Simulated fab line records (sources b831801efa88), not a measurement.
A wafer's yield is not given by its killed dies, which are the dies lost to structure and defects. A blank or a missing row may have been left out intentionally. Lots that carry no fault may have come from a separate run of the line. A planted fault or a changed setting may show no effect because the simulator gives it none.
Code-filled problem report in 8D (eight disciplines) form :: flow sky130 :: the parts of the form that need people (team, actions taken, sign-off) are left out

## 1. WHAT WENT WRONG
Mean of dose ions cm2 at SKY_NWELL_IMPLANT_24: 1.023e+13 across 6 wafers in 2 lots; on wafers with no fault it is 9.202e+12 (standard deviation 1e+10). So: +99 or more standard deviations from the usual mean.
The first sign was on wafer L914.2 at day 10 11:16, on implanter-02. At this step, 18 wafers from 6 lots have a number in the record. Rule for "out" (also "out of limits"): further than 4 standard deviations from the usual mean. All remaining wafers that have a number are taken as sound.

## 2. WHAT IT IS, AND WHAT IT ISN'T
question: which readings at this step
is: dose ions cm2
is not: -

question: which lots
is: L914, L916
is not: L898, L899, L902, L917

question: which wafers of those lots
is: all that have a number
is not: -

question: read on which tools
is: implanter-02
is not: implanter-03, implanter-04

question: when
is: from day 10 11:16
is not: up to then (9 sound wafers); but 3 sound wafers of L917 came after

## 3. WHAT RULES OUT EACH SUSPECT
Counting: a tool stays on the suspect list if, at a process step up to the reading, it processed all lots that are out and no sound lot following the first of them.
- implanter-02 at SKY_NWELL_IMPLANT_24: kept. Every lot that is out went through it, starting with L914 (day 10 11:16), and after that it ran no sound lot; the last sound lot it ran before then is L898 (day 6 09:22). On those wafers its own readings are out: dose ions cm2.
After counting, what remains is implanter-02 at SKY_NWELL_IMPLANT_24.

## 4. THE CAUSE (what the simulator had put in)
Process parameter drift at SKY_NWELL_IMPLANT_24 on implanter-02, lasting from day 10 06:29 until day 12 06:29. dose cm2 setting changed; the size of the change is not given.
The count eliminated every tool but this one.

## 5. THE EFFECT CHAIN, in route order
Each row: a reading whose mean over the struck wafers that have a number lies more than 3 standard deviations from the usual. Only readings whose record carries a usual standard deviation are examined. hours: median over the lots of the time between each lot's start at the first step of this table that gives one and its start at this step. sigmas: the change, counted in usual standard deviations.
hours: 0
step: SKY_NWELL_IMPLANT_24
reading: dose ions cm2
usual: 9.202e+12
on struck wafers: 1.023e+13
change: +1.026e+12
sigmas: +99 or more

hours: 0
step: SKY_NWELL_IMPLANT_24
reading: faraday current uA
usual: 51.9
on struck wafers: 57.5
change: +5.6
sigmas: +5.7
The process steps in it:
- SKY_NWELL_IMPLANT_24

## 6. HOW IT WOULD HAVE BEEN CAUGHT EARLIER
In this record the first reading out of limits was taken at day 10 11:16, 5 hours after the fault began at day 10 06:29.
